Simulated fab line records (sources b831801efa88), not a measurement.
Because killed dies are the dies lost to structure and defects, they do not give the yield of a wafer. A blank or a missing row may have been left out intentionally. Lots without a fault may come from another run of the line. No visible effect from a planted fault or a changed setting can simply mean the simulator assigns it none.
What tool caused it? -- flow gf180mcu -- at 1 step of a route of 602, 6 lots with 18 wafers sampled

## WHAT THE GAUGES SHOWED, per wafer
GF_V4_BOW_MEAS_05.
lot,measured,on,V4_BOW (um)
L588,day 23 16:46,film_metro-03,133 112 134
L590,day 24 13:55,film_metro-04,126 135 127
L592,day 25 06:58,film_metro-03,129 134 134
L595,day 26 01:04,film_metro-04,146 130 134
L601,day 28 02:08,film_metro-03,125 129 126
L609,day 30 15:56,film_metro-01,135 136 144

## WHAT TOOL EACH LOT RAN ON (gives the tool, then ch and the chambers of the sampled wafers, and finally the start)
Before these readings, the record contains no process step.

## THE ANSWER, worked out from the rows above alone
Rule: the usual values come from the lots themselves. The widest of any qualifying gaps counts: lots, ordered by their means at a reading, are off when they make up no more than a third of the lots, leave a main group of 4 or more, and stand apart from it by 3 or more times the standard deviation of that group's means. If all means in a main group match to the digits the tables above print for the reading, that group is not used. Also off: a lot with no number at a reading for which 4 or more lots have one. The other lots that the step has rows for count as sound.
None of the lots is off at any reading shown; this tells nothing.

## WHAT HAD BEEN PUT IN BY THE SIMULATOR
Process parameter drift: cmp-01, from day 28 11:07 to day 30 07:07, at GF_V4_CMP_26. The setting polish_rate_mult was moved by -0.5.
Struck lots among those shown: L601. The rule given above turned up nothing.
